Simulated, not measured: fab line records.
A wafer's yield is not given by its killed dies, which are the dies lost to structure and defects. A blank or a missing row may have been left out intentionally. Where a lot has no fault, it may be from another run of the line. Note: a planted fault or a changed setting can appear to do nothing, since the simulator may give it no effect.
The tool behind it: which one? + flow gf180mcu + 72 wafers from 24 lots sampled at 3 of the route's 602 steps

== WHAT THE GAUGES READ, wafer by wafer ==
GF_V3_THK_MEAS_03.
| lot  | measured     | on            | V3_CVD_02_THK (nm) |
|------|--------------|---------------|--------------------|
| L074 | day 21 09:35 | film metro-03 | 856 846 864        |
| L075 | day 21 17:01 | film metro-02 | 837 855 843        |
| L076 | day 22 00:55 | film metro-01 | 854 859 862        |
| L077 | day 22 12:58 | film metro-03 | 840 849 853        |
| L078 | day 22 19:40 | film metro-01 | 847 859 863        |
| L079 | day 23 08:10 | film metro-01 | 850 852 854        |
| L080 | day 23 17:10 | film metro-03 | 852 848 865        |
| L081 | day 23 22:43 | film metro-03 | 837 835 852        |
| L082 | day 24 08:14 | film metro-02 | 840 849 869        |
| L083 | day 24 15:33 | film metro-01 | 855 845 848        |
| L084 | day 25 00:19 | film metro-03 | 852 853 855        |
| L085 | day 25 11:37 | film metro-02 | 838 848 865        |
| L086 | day 25 18:44 | film metro-02 | 857 847 874        |
| L087 | day 26 01:40 | film metro-03 | 864 870 868        |
| L088 | day 26 07:47 | film metro-02 | 838 867 854        |
| L089 | day 26 10:43 | film metro-03 | 837 844 849        |
| L090 | day 27 00:31 | film metro-01 | 843 847 845        |
| L091 | day 27 02:13 | film metro-01 | 836 845 844        |
| L092 | day 27 13:35 | film metro-02 | 849 858 868        |
| L093 | day 27 17:42 | film metro-01 | 855 876 862        |
| L094 | day 27 22:15 | film metro-01 | 860 868 881        |
| L095 | day 28 07:18 | film metro-01 | 835 846 861        |
| L096 | day 28 14:02 | film metro-01 | 849 858 881        |
| L097 | day 29 02:23 | film metro-02 | 857 855 866        |

== WHICH TOOL RAN EACH LOT (tool, then ch and the chambers of the sampled wafers, then the start) ==
| lot  | GF_M2_SPUTTER_03             | GF_V2_ETCH_16                      |
|------|------------------------------|------------------------------------|
| L074 | pvd sputter-04, day 18 04:04 | rie diel-01 ch 1,3, day 20 06:38   |
| L075 | pvd sputter-01, day 18 11:46 | rie diel-01 ch 0,1,3, day 20 14:53 |
| L076 | pvd sputter-04, day 18 18:50 | rie diel-02 ch 1,2, day 20 22:23   |
| L077 | pvd sputter-04, day 19 07:44 | rie diel-01 ch 0,2,3, day 21 10:38 |
| L078 | pvd sputter-04, day 19 14:40 | rie diel-04 ch 1,2, day 21 17:41   |
| L079 | pvd sputter-04, day 20 05:17 | rie diel-02 ch 0,1, day 22 06:32   |
| L080 | pvd sputter-04, day 20 15:04 | rie diel-01 ch 0,3, day 22 16:02   |
| L081 | pvd sputter-02, day 20 19:37 | rie diel-04 ch 0,2,3, day 22 21:17 |
| L082 | pvd sputter-02, day 21 07:56 | rie diel-01 ch 0,1,2, day 23 07:50 |
| L083 | pvd sputter-02, day 21 14:49 | rie diel-01 ch 0,2,3, day 23 15:08 |
| L084 | pvd sputter-01, day 22 01:20 | rie diel-04 ch 0,1, day 24 00:17   |
| L085 | pvd sputter-04, day 22 12:26 | rie diel-04 ch 0,3, day 24 11:50   |
| L086 | pvd sputter-01, day 22 20:42 | rie diel-01 ch 0,1,3, day 24 19:08 |
| L087 | pvd sputter-02, day 23 04:42 | rie diel-02 ch 0,1,3, day 25 02:20 |
| L088 | pvd sputter-04, day 23 10:56 | rie diel-04 ch 0,1,3, day 25 08:44 |
| L089 | pvd sputter-01, day 23 13:40 | rie diel-04 ch 1,2, day 25 10:53   |
| L090 | pvd sputter-04, day 24 04:43 | rie diel-01 ch 1,2,3, day 26 01:26 |
| L091 | pvd sputter-04, day 24 07:37 | rie diel-01 ch 0,2,3, day 26 03:29 |
| L092 | pvd sputter-02, day 24 19:26 | rie diel-04 ch 0,2,3, day 26 14:26 |
| L093 | pvd sputter-02, day 25 00:32 | rie diel-04 ch 0,2, day 26 19:44   |
| L094 | pvd sputter-04, day 25 05:03 | rie diel-04 ch 0,1, day 26 23:29   |
| L095 | pvd sputter-01, day 25 13:31 | rie diel-04 ch 0,3, day 27 08:50   |
| L096 | pvd sputter-02, day 25 20:43 | rie diel-04 ch 2,3, day 27 15:35   |
| L097 | pvd sputter-04, day 26 09:35 | rie diel-01 ch 0,2,3, day 28 03:59 |
- GF_M2_SPUTTER_03: material Ti, target thk 10 nm, time 6.576 s.
- GF_V2_ETCH_16: etches BARC in N2/H2.

== AS READ BY THE TOOLS THEMSELVES (means over the sampled wafers that have a number; for cases with no such wafer, the mark the record gives instead) ==
GF_M2_SPUTTER_03.
| lot  | tool           | substrate temp c (C) | throttle valve pct (%) |
|------|----------------|----------------------|------------------------|
| L074 | pvd sputter-04 | 299.85               | 30.4                   |
| L075 | pvd sputter-01 | 300.04               | 29.0                   |
| L076 | pvd sputter-04 | 299.94               | 30.5                   |
| L077 | pvd sputter-04 | 299.88               | 30.8                   |
| L078 | pvd sputter-04 | 300.04               | 30.7                   |
| L079 | pvd sputter-04 | 299.85               | 30.7                   |
| L080 | pvd sputter-04 | 299.97               | 30.6                   |
| L081 | pvd sputter-02 | 300.10               | 28.5                   |
| L082 | pvd sputter-02 | 300.25               | 29.8                   |
| L083 | pvd sputter-02 | 299.71               | 29.4                   |
| L084 | pvd sputter-01 | 299.99               | 29.2                   |
| L085 | pvd sputter-04 | 299.91               | 30.6                   |
| L086 | pvd sputter-01 | 299.89               | 28.9                   |
| L087 | pvd sputter-02 | 299.85               | 29.8                   |
| L088 | pvd sputter-04 | 300.28               | 31.1                   |
| L089 | pvd sputter-01 | 300.02               | 29.2                   |
| L090 | pvd sputter-04 | 299.50               | 30.6                   |
| L091 | pvd sputter-04 | 299.99               | 30.2                   |
| L092 | pvd sputter-02 | 300.06               | 29.0                   |
| L093 | pvd sputter-02 | 300.01               | 29.0                   |
| L094 | pvd sputter-04 | 299.70               | 30.6                   |
| L095 | pvd sputter-01 | 300.08               | 29.0                   |
| L096 | pvd sputter-02 | 300.04               | 29.3                   |
| L097 | pvd sputter-04 | 299.88               | 31.0                   |

GF_V2_ETCH_16.
| lot  | tool        | drypump motor current A (A) | oes product au (a.u.) | throttle valve pct (%) |
|------|-------------|-----------------------------|-----------------------|------------------------|
| L074 | rie diel-01 | 6.2                         | 0.857                 | 13.219                 |
| L075 | rie diel-01 | 5.8                         | 0.852                 | 13.229                 |
| L076 | rie diel-02 | 5.2                         | 0.856                 | 13.225                 |
| L077 | rie diel-01 | 5.6                         | 0.857                 | 13.225                 |
| L078 | rie diel-04 | 5.4                         | 0.854                 | 13.224                 |
| L079 | rie diel-02 | 5.4                         | 0.851                 | 13.226                 |
| L080 | rie diel-01 | 5.5                         | 0.858                 | 13.225                 |
| L081 | rie diel-04 | 4.9                         | 0.855                 | 13.227                 |
| L082 | rie diel-01 | 5.9                         | 0.854                 | 13.215                 |
| L083 | rie diel-01 | 5.7                         | 0.850                 | 13.225                 |
| L084 | rie diel-04 | 5.5                         | 0.859                 | 13.220                 |
| L085 | rie diel-04 | 4.9                         | 0.860                 | 13.225                 |
| L086 | rie diel-01 | 5.9                         | 0.859                 | 13.226                 |
| L087 | rie diel-02 | 5.6                         | 0.851                 | 13.214                 |
| L088 | rie diel-04 | 5.2                         | 0.853                 | 13.230                 |
| L089 | rie diel-04 | 5.4                         | 0.854                 | 13.223                 |
| L090 | rie diel-01 | 6.0                         | 0.857                 | 13.216                 |
| L091 | rie diel-01 | 5.6                         | 0.855                 | 13.240                 |
| L092 | rie diel-04 | 4.9                         | 0.852                 | 13.223                 |
| L093 | rie diel-04 | 5.0                         | 0.852                 | 13.221                 |
| L094 | rie diel-04 | 5.3                         | 0.858                 | 13.224                 |
| L095 | rie diel-04 | 4.8                         | 0.854                 | 13.228                 |
| L096 | rie diel-04 | 4.8                         | 0.862                 | 13.222                 |
| L097 | rie diel-01 | 5.6                         | 0.853                 | 13.228                 |

== THE ANSWER, worked out from the rows above alone ==
Rule: usual is defined by the lots themselves. The widest of any qualifying gaps counts: lots, ordered by their means at a reading, are off when they make up no more than a third of the lots, leave a main group of 4 or more, and stand apart from it by 3 or more times the standard deviation of that group's means. The tables above print the reading to a certain number of digits; a main group whose means all agree to those digits is not used. Also off: a lot with no number at a reading for which 4 or more lots have one. The other lots that the step has rows for count as sound. First the gauges in route order, then the tools' own readings, where a lot's mean is used as printed above. The first step at which some lot is off is used, and at that step the reading that is off furthest; a lot without a number counts as furthest.
None of the lots is off at any reading shown; this tells nothing.

== WHAT THE SIMULATOR HAD PUT IN ==
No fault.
